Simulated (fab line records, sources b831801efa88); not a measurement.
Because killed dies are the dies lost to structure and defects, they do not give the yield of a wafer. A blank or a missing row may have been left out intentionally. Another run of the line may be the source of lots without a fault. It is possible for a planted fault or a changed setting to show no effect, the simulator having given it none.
fab line records	flow gf180mcu
[record] lots = 24	wafers = 72	last-day = 34
route steps=602 shown SAB@265 M1@331 V1@340 V3@455 M4@457
lots that met no fault: from a run of the same line without faults
start-h: hours from the record's opening day to when the first of the lot's shown wafers began	wait-h: hours from the lot's prior step to this one	" repeats the value in the row above	L1.1+2: several wafers, shown together as one row	- value missing, or start not given	* or withheld: withheld	< > ~ a bound
route shown NAME@n: names a module that has steps shown in the file, with the first one's number in the route	usual: mean/standard deviation of fault-free wafers	same: alike in all rows	chamber/n: place in a boat	sites: per-site readings	_std_site: how widely they spread, as a standard deviation	_edge_site: mean of outer sites minus mean of inner sites	radius-mm: for every site, how far away it sits from the centre of the wafer	mask NAME#n: copy n	behind: the last tool/chamber to shape the wafer	hold: cause of the lot's hold/its duration in hours/its outcome	device: transistor that didn't switch, given as n, p or np	end of line: tests run on the same wafers once the route is complete	a step given without rows: its recipe and nothing more	killed: the dies lost at the first sort to structure and to defects; this is not the yield of the wafer	map: per-die view of a wafer (x killed, . not killed, _ where there is no die)
set.NAME: the setting the step ran with; set.NAME@STEP: the setting that earlier step ran with	model.NAME: the simulator's own value behind a step, which no gauge read
a sample of lots followed through the steps of the route, with each step as a table and each wafer as a row
services: when a tool's chamber went out of use (start-h, in hours from the record's first day, below 0 if earlier), for how many hours, and the reason
[[steps]]
[step GF_SAB_THK_MEAS_01]
[recipe] reads = SiO2_of_SAB_CVD_00
[usual] SAB_CVD_00_THK = 50.3/0.78
lot.wafer	tool	chamber	start-h	wait-h	SAB_CVD_00_THK[nm]
L074.1	film-metro-04	-	319.36	0.0	49.3
L074.2	"	-	"	"	49.3
L074.3	"	-	"	"	50.4
L075.1	film-metro-01	-	327.91	0.0	48.8
L075.5	"	-	"	"	50.5
L075.6	"	-	"	"	50.6
L076.1	film-metro-01	-	332.71	0.0	48.6
L076.3	"	-	"	"	48.5
L076.6	"	-	"	"	49.7
L077.2	film-metro-03	-	347.70	0.0	50.6
L077.3	"	-	"	"	50.4
L077.4	"	-	"	"	50.9
L078.1	film-metro-01	-	352.96	0.0	50.1
L078.4	"	-	"	"	51.1
L078.5	"	-	"	"	51.1
L079.2	film-metro-03	-	363.04	0.0	50.7
L079.4	"	-	"	"	51.3
L079.5	"	-	"	"	51.1
L080.1	film-metro-04	-	370.61	0.0	49.2
L080.5	"	-	"	"	50.0
L080.6	"	-	"	"	49.8
L081.2	film-metro-01	-	378.77	0.0	49.6
L081.3	"	-	"	"	50.4
L081.4	"	-	"	"	50.9
L082.1	film-metro-01	-	385.86	0.0	49.1
L082.3	"	-	"	"	49.9
L082.6	"	-	"	"	49.5
L083.2	film-metro-03	-	392.81	0.0	48.9
L083.5	"	-	"	"	50.1
L083.6	"	-	"	"	49.5
L084.1	film-metro-03	-	406.50	0.0	50.5
L084.4	"	-	"	"	50.3
L084.6	"	-	"	"	50.0
L085.1	film-metro-01	-	420.21	0.0	49.8
L085.5	"	-	"	"	50.4
L085.6	"	-	"	"	50.2
L086.2	film-metro-01	-	421.07	0.0	51.4
L086.4	"	-	"	"	50.8
L086.5	"	-	"	"	51.5
L087.2	film-metro-03	-	428.47	0.0	50.9
L087.5	"	-	"	"	52.0
L087.6	"	-	"	"	52.0
L088.1	film-metro-01	-	435.92	0.0	50.4
L088.3	"	-	"	"	50.7
L088.5	"	-	"	"	51.2
L089.1	film-metro-01	-	443.70	0.0	50.2
L089.5	"	-	"	"	51.2
L089.6	"	-	"	"	51.0
L090.2	film-metro-04	-	455.17	0.0	49.6
L090.4	"	-	"	"	50.0
L090.6	"	-	"	"	50.6
L091.1	film-metro-04	-	461.82	0.0	50.7
L091.2	"	-	"	"	49.4
L091.3	"	-	"	"	51.3
L092.2	film-metro-01	-	472.02	0.0	48.6
L092.4	"	-	"	"	50.3
L092.6	"	-	"	"	49.1
L093.2	film-metro-03	-	478.17	0.0	51.2
L093.3	"	-	"	"	51.1
L093.6	"	-	"	"	52.1
L094.2	film-metro-03	-	488.17	0.0	50.2
L094.4	"	-	"	"	50.7
L094.5	"	-	"	"	50.3
L095.1	film-metro-04	-	499.15	0.0	49.2
L095.3	"	-	"	"	49.9
L095.6	"	-	"	"	50.8
L096.1	film-metro-01	-	504.95	0.0	50.3
L096.2	"	-	"	"	50.4
L096.4	"	-	"	"	51.5
L097.1	film-metro-04	-	512.55	0.0	50.3
L097.2	"	-	"	"	50.6
L097.6	"	-	"	"	50.9
[step GF_M1_METAL_ETCH_16]
[recipe] chemistry = Cl2/BCl3	mask-material = KrF	target-depth-nm = 750.8	stop-on = SiO2	pressure-mtorr = 8	icp-w = 800	bias-w = 140	Cl2_flow_sccm = 80	bcl3-flow-sccm = 40	time-s = 125.1
[usual] bias-w = 140.0/0.45	chamber-pressure-mTorr = 8.000/0.007	drypump-motor-current-A = 5.98/0.27	oes-product-au = 0.991/0.0066	throttle-valve-pct = 28.229/0.011
lot.wafer	tool	chamber	start-h	wait-h	bias-w	chamber-pressure-mTorr	drypump-motor-current-A	oes-product-au	rf-hours-counter-h	throttle-valve-pct
L074.1	rie-metal-03	0	388.12	0.0	139.7	8.015	5.78	0.990	9	28.222
L074.2	"	1	"	"	140.5	7.999	5.95	0.983	2	28.251
L074.3	"	0	"	"	140.1	8.003	5.78	0.986	-	28.223
L075.1	rie-metal-03	0	397.66	0.0	139.8	8.011	5.81	0.998	9	28.214
L075.5	"	0	"	"	139.4	8.007	5.81	0.997	-	28.217
L075.6	"	1	"	"	139.7	7.994	5.94	0.996	-	28.240
L076.1	rie-metal-03	1	403.35	0.0	139.5	8.006	6.00	0.985	2	28.237
L076.3	"	0	"	"	139.7	7.991	5.82	1.005	-	28.221
L076.6	"	1	"	"	139.6	8.005	6.01	0.993	-	28.238
L077.2	rie-metal-04	1	418.90	0.0	140.2	8.005	6.30	0.994	10	28.241
L077.3	"	0	"	"	139.8	7.984	6.36	0.987	-	28.249
L077.4	"	1	"	"	139.9	8.012	6.29	0.993	-	28.224
L078.1	rie-metal-04	1	424.31	0.0	140.2	8.002	6.33	0.987	10	28.230
L078.4	"	1	"	"	140.1	8.001	6.33	0.986	-	28.211
L078.5	"	0	"	"	140.1	7.992	6.35	0.988	-	28.236
L079.2	rie-metal-01	0	437.10	0.0	139.9	7.997	5.76	0.984	3	28.242
L079.4	"	0	"	"	139.7	7.978	5.75	0.994	-	28.236
L079.5	"	1	"	"	140.0	8.015	5.60	0.992	-	28.223
L080.1	rie-metal-01	1	444.20	0.0	140.4	8.001	5.62	0.995	11	28.213
L080.5	"	1	"	"	140.1	7.996	5.62	0.990	-	28.243
L080.6	"	0	"	"	140.0	7.995	5.76	0.990	-	28.224
L081.2	rie-metal-03	0	452.15	0.0	139.6	8.003	5.76	0.994	11	28.218
L081.3	"	1	"	"	139.8	8.008	5.96	0.982	-	28.227
L081.4	"	0	"	"	140.2	7.999	5.77	0.992	-	28.231
L082.1	rie-metal-01	0	460.20	0.0	140.3	7.995	5.76	0.986	4	28.207
L082.3	"	0	"	"	140.4	8.009	5.74	0.982	-	28.213
L082.6	"	1	"	"	139.9	8.008	5.60	0.993	-	28.215
L083.2	rie-metal-04	0	466.75	0.0	139.3	8.006	6.34	0.989	7	28.230
L083.5	"	1	"	"	140.1	8.002	6.31	0.986	-	28.215
L083.6	"	0	"	"	139.7	7.997	6.31	0.988	-	28.229
L084.1	rie-metal-01	0	481.40	0.0	140.8	8.002	5.76	0.988	5	28.212
L084.4	"	0	"	"	141.2	8.004	5.75	0.992	-	28.236
L084.6	"	0	"	"	140.7	7.994	5.75	0.999	-	28.245
L085.1	rie-metal-03	1	495.47	0.0	140.1	7.999	5.92	0.984	4	28.248
L085.5	"	0	"	"	140.0	8.000	5.75	1.007	-	28.230
L085.6	"	1	"	"	139.4	7.989	5.98	0.985	-	28.239
L086.2	rie-metal-04	1	496.90	0.0	140.1	7.998	6.33	0.991	12	28.229
L086.4	"	1	"	"	139.9	7.997	6.31	0.992	-	28.217
L086.5	"	1	"	"	139.7	8.006	6.32	0.981	-	28.220
L087.2	rie-metal-04	1	504.65	0.0	139.1	7.996	6.34	0.986	12	28.212
L087.5	"	1	"	"	139.7	7.991	6.30	0.989	-	28.206
L087.6	"	0	"	"	140.0	8.004	6.33	0.992	-	28.239
L088.1	rie-metal-03	1	510.65	0.0	140.0	7.996	5.96	0.992	4	28.236
L088.3	"	1	"	"	140.2	7.999	5.98	0.986	-	28.234
L088.5	"	1	"	"	139.7	7.999	6.00	0.991	-	28.240
L089.1	rie-metal-03	1	518.40	0.0	140.1	7.992	5.94	0.983	4	28.215
L089.5	"	0	"	"	140.3	8.003	5.79	1.006	-	28.223
L089.6	"	1	"	"	140.0	7.991	6.00	0.980	-	28.240
L090.2	rie-metal-03	0	528.67	0.0	139.3	8.010	5.79	0.996	13	28.231
L090.4	"	0	"	"	140.0	8.005	5.79	0.995	-	28.228
L090.6	"	0	"	"	139.8	7.996	5.78	0.996	-	28.227
L091.1	rie-metal-01	0	534.85	0.0	140.6	7.995	5.75	0.990	6	28.229
L091.2	"	1	"	"	140.1	7.998	5.62	0.998	1	28.220
L091.3	"	0	"	"	140.0	8.007	5.74	0.996	-	28.249
L092.2	rie-metal-03	0	542.95	0.0	140.8	8.013	5.76	0.999	13	28.213
L092.4	"	1	"	"	139.8	7.991	5.95	0.990	-	28.241
L092.6	"	0	"	"	141.1	7.990	5.75	0.991	-	28.214
L093.2	rie-metal-04	0	549.85	0.0	140.8	8.004	6.32	0.990	10	28.237
L093.3	"	0	"	"	140.6	8.003	6.35	0.984	-	28.232
L093.6	"	1	"	"	140.1	7.987	6.31	0.991	-	28.225
L094.2	rie-metal-04	1	559.70	0.0	139.7	7.996	6.31	0.986	13	28.232
L094.4	"	1	"	"	140.0	8.001	6.29	0.992	-	28.222
L094.5	"	0	"	"	140.3	7.993	6.30	0.987	-	28.228
L095.1	rie-metal-01	1	573.05	0.0	138.8	7.993	5.59	0.989	3	28.235
L095.3	"	1	"	"	139.1	8.001	5.61	1.000	-	28.235
L095.6	"	1	"	"	139.2	7.998	5.61	1.001	-	28.214
L096.1	rie-metal-03	1	574.82	0.0	139.5	7.995	6.02	0.983	6	28.233
L096.2	"	1	"	"	139.9	7.992	5.94	0.988	-	28.243
L096.4	"	1	"	"	140.2	8.002	5.94	0.978	-	28.235
L097.1	rie-metal-04	1	582.00	0.0	139.8	8.006	6.33	0.980	14	28.227
L097.2	"	0	"	"	140.2	8.000	6.36	0.998	10	28.229
L097.6	"	1	"	"	139.8	7.994	6.33	0.997	-	28.216
[step GF_V1_BOW_MEAS_05]
[recipe] mode = bow
[usual] V1_BOW = 83/7.3
lot.wafer	tool	chamber	start-h	wait-h	V1_BOW[um]
L074.1	film-metro-03	-	389.35	0.1	82
L074.2	"	-	"	"	76
L074.3	"	-	"	"	87
L075.1	film-metro-03	-	398.88	0.2	77
L075.5	"	-	"	"	89
L075.6	"	-	"	"	89
L076.1	film-metro-03	-	404.93	0.2	78
L076.3	"	-	"	"	87
L076.6	"	-	"	"	78
L077.2	film-metro-03	-	420.17	0.3	92
L077.3	"	-	"	"	95
L077.4	"	-	"	"	83
L078.1	film-metro-03	-	425.77	0.1	93
L078.4	"	-	"	"	87
L078.5	"	-	"	"	92
L079.2	film-metro-04	-	438.35	0.3	82
L079.4	"	-	"	"	86
L079.5	"	-	"	"	83
L080.1	film-metro-04	-	445.46	0.2	75
L080.5	"	-	"	"	71
L080.6	"	-	"	"	82
L081.2	film-metro-04	-	453.40	0.2	80
L081.3	"	-	"	"	77
L081.4	"	-	"	"	80
L082.1	film-metro-01	-	461.46	0.1	90
L082.3	"	-	"	"	80
L082.6	"	-	"	"	78
L083.2	film-metro-01	-	468.00	0.1	81
L083.5	"	-	"	"	100
L083.6	"	-	"	"	85
L084.1	film-metro-04	-	482.83	0.1	89
L084.4	"	-	"	"	79
L084.6	"	-	"	"	80
L085.1	film-metro-03	-	496.73	0.2	92
L085.5	"	-	"	"	86
L085.6	"	-	"	"	90
L086.2	film-metro-01	-	498.15	0.1	78
L086.4	"	-	"	"	77
L086.5	"	-	"	"	84
L087.2	film-metro-04	-	505.95	0.2	75
L087.5	"	-	"	"	84
L087.6	"	-	"	"	79
L088.1	film-metro-04	-	511.95	0.2	87
L088.3	"	-	"	"	83
L088.5	"	-	"	"	85
L089.1	film-metro-04	-	519.66	0.1	91
L089.5	"	-	"	"	84
L089.6	"	-	"	"	84
L090.2	film-metro-04	-	529.91	0.1	78
L090.4	"	-	"	"	85
L090.6	"	-	"	"	70
L091.1	film-metro-03	-	536.12	0.1	72
L091.2	"	-	"	"	86
L091.3	"	-	"	"	66
L092.2	film-metro-01	-	544.24	0.3	74
L092.4	"	-	"	"	79
L092.6	"	-	"	"	76
L093.2	film-metro-03	-	551.10	0.1	81
L093.3	"	-	"	"	86
L093.6	"	-	"	"	81
L094.2	film-metro-01	-	560.95	0.3	79
L094.4	"	-	"	"	85
L094.5	"	-	"	"	78
L095.1	film-metro-04	-	574.46	0.3	82
L095.3	"	-	"	"	83
L095.6	"	-	"	"	93
L096.1	film-metro-03	-	576.33	0.1	95
L096.2	"	-	"	"	83
L096.4	"	-	"	"	79
L097.1	film-metro-04	-	583.23	0.1	75
L097.2	"	-	"	"	88
L097.6	"	-	"	"	78
[step GF_V1_SPUTTER_22]
[recipe] material = TiN	target-thk-nm = 10	chamber-pressure-pa = 5	power-w = 4000	time-s = 40
[usual] throttle-valve-pct = 29.7/1.2
lot.wafer	tool	chamber	start-h	wait-h	throttle-valve-pct
L074.1	pvd-sputter-02	-	413.54	0.0	28.7
L074.2	"	-	"	"	30.5
L074.3	"	-	"	"	27.9
L075.1	pvd-sputter-02	-	423.37	0.0	29.9
L075.5	"	-	"	"	27.9
L075.6	"	-	"	"	30.4
L076.1	pvd-sputter-01	-	429.58	0.0	29.8
L076.3	"	-	"	"	30.0
L076.6	"	-	"	"	31.2
L077.2	pvd-sputter-01	-	446.29	0.0	30.9
L077.3	"	-	"	"	29.8
L077.4	"	-	"	"	29.7
L078.1	pvd-sputter-04	-	451.13	0.0	31.7
L078.4	"	-	"	"	32.1
L078.5	"	-	"	"	32.2
L079.2	pvd-sputter-01	-	463.31	0.0	29.8
L079.4	"	-	"	"	30.9
L079.5	"	-	"	"	29.8
L080.1	pvd-sputter-02	-	470.81	0.0	27.7
L080.5	"	-	"	"	29.6
L080.6	"	-	"	"	28.9
L081.2	pvd-sputter-04	-	478.67	0.0	32.0
L081.3	"	-	"	"	29.1
L081.4	"	-	"	"	27.9
L082.1	pvd-sputter-02	-	485.87	0.0	29.4
L082.3	"	-	"	"	30.3
L082.6	"	-	"	"	30.3
L083.2	pvd-sputter-01	-	491.99	0.0	29.8
L083.5	"	-	"	"	30.8
L083.6	"	-	"	"	29.3
L084.1	pvd-sputter-02	-	507.28	0.0	27.8
L084.4	"	-	"	"	29.7
L084.6	"	-	"	"	29.8
L085.1	pvd-sputter-04	-	520.08	0.0	32.1
L085.5	"	-	"	"	28.2
L085.6	"	-	"	"	32.2
L086.2	pvd-sputter-04	-	521.38	0.0	28.2
L086.4	"	-	"	"	29.1
L086.5	"	-	"	"	31.5
L087.2	pvd-sputter-02	-	529.43	0.0	29.7
L087.5	"	-	"	"	28.0
L087.6	"	-	"	"	30.6
L088.1	pvd-sputter-02	-	534.38	0.0	30.0
L088.3	"	-	"	"	28.7
L088.5	"	-	"	"	28.7
L089.1	pvd-sputter-01	-	542.88	0.0	29.9
L089.5	"	-	"	"	29.9
L089.6	"	-	"	"	30.1
L090.2	pvd-sputter-02	-	552.52	0.0	28.0
L090.4	"	-	"	"	30.4
L090.6	"	-	"	"	28.9
L091.1	pvd-sputter-04	-	559.92	0.0	28.9
L091.2	"	-	"	"	28.1
L091.3	"	-	"	"	31.5
L092.2	pvd-sputter-01	-	567.23	0.0	31.1
L092.4	"	-	"	"	29.7
L092.6	"	-	"	"	29.2
L093.2	pvd-sputter-02	-	574.73	0.0	28.2
L093.3	"	-	"	"	28.9
L093.6	"	-	"	"	28.1
L094.2	pvd-sputter-02	-	583.86	0.0	28.5
L094.4	"	-	"	"	27.9
L094.5	"	-	"	"	29.5
L095.1	pvd-sputter-04	-	596.12	0.0	28.0
L095.3	"	-	"	"	28.6
L095.6	"	-	"	"	27.8
L096.1	pvd-sputter-02	-	597.88	0.0	30.7
L096.2	"	-	"	"	29.8
L096.4	"	-	"	"	28.0
L097.1	pvd-sputter-01	-	604.72	0.0	29.9
L097.2	"	-	"	"	30.0
L097.6	"	-	"	"	29.4
[step GF_V3_CMP_26]
[recipe] stop-on = SiO2	down-force-psi = 3.5	platen-rpm = 60	t-overpolish-s = 15	target-thk-nm = 0	pad-velocity-m-s = 0.94248
[usual] motor-current-A = 10.7/1.7	overpolish-run-s = 15.001/0.0091	platen-rpm = 60.00/0.042	retaining-ring-pressure-frac = 1.000/0.0051	time-to-endpoint-s = 83/4.4
lot.wafer	tool	chamber	start-h	wait-h	motor-current-A	overpolish-run-s	platen-rpm	retaining-ring-pressure-frac	time-to-endpoint-s
L074.1	cmp-02	0	516.04	0.1	11.2	15.006	60.02	0.997	81
L074.2	"	2	"	"	11.6	14.988	59.99	1.000	81
L074.3	"	3	"	"	9.5	14.971	59.98	1.006	74
L075.1	cmp-02	0	526.82	0.1	11.5	15.003	59.99	0.998	77
L075.6	"	2	"	"	12.0	14.996	59.94	1.004	86
L075.5	"	3	"	"	9.8	15.002	59.91	0.998	80
L076.1	cmp-01	1	530.11	0.1	9.0	15.012	59.97	1.003	78
L076.3	"	0	"	"	9.3	14.997	60.02	1.006	87
L076.6	"	2	"	"	11.6	15.015	60.03	1.006	79
L077.4	cmp-01	2	545.69	0.0	11.3	15.004	60.00	0.996	87
L077.3	"	3	"	"	10.0	14.986	59.97	1.001	84
L077.2	"	1	"	"	9.0	14.995	59.88	1.014	80
L078.4	cmp-01	2	552.02	0.1	11.4	15.016	59.98	1.000	85
L078.1	"	3	"	"	10.7	15.000	59.98	0.995	84
L078.5	"	1	"	"	9.0	14.992	59.98	1.008	75
L079.2	cmp-01	2	563.01	0.1	11.5	15.000	60.01	1.002	84
L079.4	"	3	"	"	10.7	14.998	59.99	0.999	83
L079.5	"	1	"	"	9.6	15.004	60.04	1.002	76
L080.1	cmp-01	3	567.31	0.1	11.3	15.008	59.99	1.005	91
L080.6	"	1	"	"	9.3	15.005	59.95	0.992	81
L080.5	"	2	"	"	11.8	15.007	60.07	0.998	81
L081.4	cmp-01	1	576.33	0.3	9.4	15.004	60.00	1.009	83
L081.2	"	2	"	"	11.1	14.996	60.00	0.995	87
L081.3	"	3	"	"	10.5	14.997	60.09	0.999	88
L082.1	cmp-02	3	580.95	0.1	9.7	14.987	60.03	0.994	88
L082.3	"	0	"	"	11.4	15.013	60.03	0.990	82
L082.6	"	2	"	"	11.9	15.001	60.01	0.996	89
L083.2	cmp-01	2	587.09	0.1	11.0	15.004	60.00	1.002	87
L083.5	"	0	"	"	9.2	15.009	60.04	0.997	87
L083.6	"	1	"	"	9.6	14.991	60.01	0.993	83
L084.4	cmp-01	3	600.59	0.4	10.8	15.007	59.96	0.989	87
L084.1	"	1	"	"	9.4	15.009	59.99	1.002	76
L084.6	"	3	"	"	10.2	15.017	60.02	0.999	86
L085.1	cmp-02	1	614.26	0.2	14.8	14.988	59.95	0.991	76
L085.6	"	2	"	"	11.5	14.987	60.03	1.002	79
L085.5	"	3	"	"	9.6	15.007	60.01	0.995	75
L086.2	cmp-01	3	614.86	0.1	10.8	15.000	59.97	1.008	85
L086.4	"	0	"	"	9.4	15.001	59.95	1.002	88
L086.5	"	1	"	"	9.0	15.002	59.96	0.997	82
L087.2	cmp-01	2	622.50	0.2	11.9	14.996	60.02	0.990	83
L087.5	"	3	"	"	10.1	14.997	60.01	0.998	87
L087.6	"	0	"	"	8.6	15.008	59.99	1.010	89
L088.3	cmp-01	2	626.49	0.1	11.0	14.989	60.01	0.999	80
L088.1	"	3	"	"	10.2	15.006	59.98	0.999	86
L088.5	"	1	"	"	9.2	14.993	60.04	1.006	79
L089.1	cmp-02	2	632.80	0.1	11.0	14.990	59.97	1.001	87
L089.6	"	2	"	"	11.7	15.007	60.06	1.002	85
L089.5	"	3	"	"	9.8	15.012	59.98	1.000	82
L090.2	cmp-02	2	644.57	0.1	11.6	15.009	59.95	0.995	87
L090.4	"	3	"	"	9.7	14.989	60.03	0.995	84
L090.6	"	2	"	"	11.9	15.000	60.05	1.001	88
L091.3	cmp-02	2	649.09	0.0	11.6	14.994	60.01	1.001	87
L091.1	"	3	"	"	9.2	15.008	60.02	1.007	82
L091.2	"	1	"	"	14.6	14.994	59.93	0.992	81
L092.4	cmp-01	0	654.90	0.1	8.3	15.000	59.90	0.994	90
L092.2	"	2	"	"	11.4	15.016	60.00	1.003	84
L092.6	"	3	"	"	10.7	15.023	59.99	1.001	88
L093.2	cmp-01	0	662.67	0.0	9.0	15.007	59.93	0.991	90
L093.3	"	3	"	"	10.3	15.004	60.01	0.998	83
L093.6	"	0	"	"	9.0	15.003	59.97	1.001	88
L094.4	cmp-02	2	670.56	0.0	12.2	14.994	59.98	0.997	80
L094.2	"	1	"	"	14.8	15.001	60.05	1.002	80
L094.5	"	2	"	"	11.9	14.989	59.98	0.999	85
L095.3	cmp-02	3	682.90	0.1	9.7	15.012	59.99	0.991	80
L095.1	"	0	"	"	10.8	14.997	59.95	0.996	75
L095.6	"	2	"	"	12.1	15.001	60.06	0.994	86
L096.4	cmp-01	0	683.82	0.0	8.6	14.989	60.04	1.000	89
L096.2	"	1	"	"	9.5	15.004	60.06	1.008	78
L096.1	"	2	"	"	11.0	15.012	60.06	1.000	84
L097.2	cmp-01	3	690.28	0.0	11.0	15.005	60.01	0.993	87
L097.1	"	0	"	"	8.6	14.998	60.01	0.995	92
L097.6	"	0	"	"	8.8	15.017	59.94	1.002	94
[step GF_M4_SPUTTER_01]
[recipe] material = TiN	target-thk-nm = 30	power-w = 6500	time-s = 25	chamber-pressure-pa = 0.4
[usual] throttle-valve-pct = 30.2/1.6
lot.wafer	tool	chamber	start-h	wait-h	throttle-valve-pct
L074.1	pvd-sputter-02	-	516.44	0.1	27.7
L074.2	"	-	"	"	30.6
L074.3	"	-	"	"	30.0
L075.1	pvd-sputter-02	-	527.12	0.1	30.3
L075.5	"	-	"	"	29.8
L075.6	"	-	"	"	28.0
L076.1	pvd-sputter-02	-	530.51	0.1	30.5
L076.3	"	-	"	"	29.6
L076.6	"	-	"	"	28.9
L077.2	pvd-sputter-03	-	546.09	0.1	28.7
L077.3	"	-	"	"	33.1
L077.4	"	-	"	"	30.4
L078.1	pvd-sputter-04	-	552.37	0.1	28.2
L078.4	"	-	"	"	28.9
L078.5	"	-	"	"	31.6
L079.2	pvd-sputter-04	-	563.31	0.1	32.0
L079.4	"	-	"	"	29.2
L079.5	"	-	"	"	29.1
L080.1	pvd-sputter-03	-	567.61	0.1	31.0
L080.5	"	-	"	"	30.8
L080.6	"	-	"	"	30.7
L081.2	pvd-sputter-03	-	576.73	0.1	33.3
L081.3	"	-	"	"	30.6
L081.4	"	-	"	"	33.2
L082.1	pvd-sputter-03	-	581.25	0.1	33.1
L082.3	"	-	"	"	30.8
L082.6	"	-	"	"	33.0
L083.2	pvd-sputter-03	-	587.39	0.1	33.3
L083.5	"	-	"	"	33.1
L083.6	"	-	"	"	28.7
L084.1	pvd-sputter-02	-	600.94	0.1	30.2
L084.4	"	-	"	"	28.7
L084.6	"	-	"	"	30.0
L085.1	pvd-sputter-04	-	614.51	0.1	31.5
L085.5	"	-	"	"	31.7
L085.6	"	-	"	"	29.1
L086.2	pvd-sputter-03	-	615.16	0.1	30.5
L086.4	"	-	"	"	28.6
L086.5	"	-	"	"	30.8
L087.2	pvd-sputter-03	-	622.75	0.1	31.0
L087.5	"	-	"	"	31.1
L087.6	"	-	"	"	28.6
L088.1	pvd-sputter-03	-	626.84	0.1	28.8
L088.3	"	-	"	"	33.3
L088.5	"	-	"	"	28.6
L089.1	pvd-sputter-03	-	633.20	0.1	28.7
L089.5	"	-	"	"	30.8
L089.6	"	-	"	"	28.9
L090.2	pvd-sputter-02	-	644.92	0.1	28.1
L090.4	"	-	"	"	28.7
L090.6	"	-	"	"	30.5
L091.1	pvd-sputter-04	-	649.49	0.1	31.5
L091.2	"	-	"	"	28.9
L091.3	"	-	"	"	32.0
L092.2	pvd-sputter-03	-	655.25	0.1	33.0
L092.4	"	-	"	"	28.6
L092.6	"	-	"	"	28.6
L093.2	pvd-sputter-03	-	663.07	0.1	33.3
L093.3	"	-	"	"	28.6
L093.6	"	-	"	"	29.0
L094.2	pvd-sputter-04	-	670.96	0.1	31.7
L094.4	"	-	"	"	32.0
L094.5	"	-	"	"	31.5
L095.1	pvd-sputter-04	-	683.20	0.1	32.1
L095.3	"	-	"	"	29.1
L095.6	"	-	"	"	31.5
L096.1	pvd-sputter-02	-	684.22	0.1	28.5
L096.2	"	-	"	"	28.1
L096.4	"	-	"	"	30.4
L097.1	pvd-sputter-04	-	690.68	0.1	29.1
L097.2	"	-	"	"	31.5
L097.6	"	-	"	"	32.2
[[services]]
tool	chamber	start-h	hours	kind
cmp-02	-	366.23	2.1	repair
cmp-02	-	374.93	1.1	repair
cmp-02	-	385.64	2.4	repair
rie-metal-01	1	387.38	11.5	repair
cmp-01	-	404.00	4.0	pm
pvd-sputter-03	-	446.41	2.7	repair
pvd-sputter-01	-	447.01	5.3	repair
cmp-02	-	458.54	6.2	pm
cmp-02	-	468.47	0.3	repair
rie-metal-04	-	469.43	2.8	pm
cmp-01	-	473.33	5.8	repair
cmp-02	-	475.55	0.8	repair
cmp-01	-	479.11	12.1	pm
rie-metal-03	1	487.61	4.5	repair
rie-metal-03	1	500.48	3.5	repair
rie-metal-01	0	544.95	52.1	repair
cmp-02	-	561.81	8.6	pm
cmp-02	-	574.93	4.0	pm
cmp-01	-	593.93	6.0	pm
pvd-sputter-03	-	597.82	0.7	repair
cmp-01	-	606.31	1.2	repair
rie-metal-03	-	619.95	0.1	repair
rie-metal-04	0	626.48	29.8	repair
rie-metal-03	1	675.94	6.2	repair
[[key]]
fault none
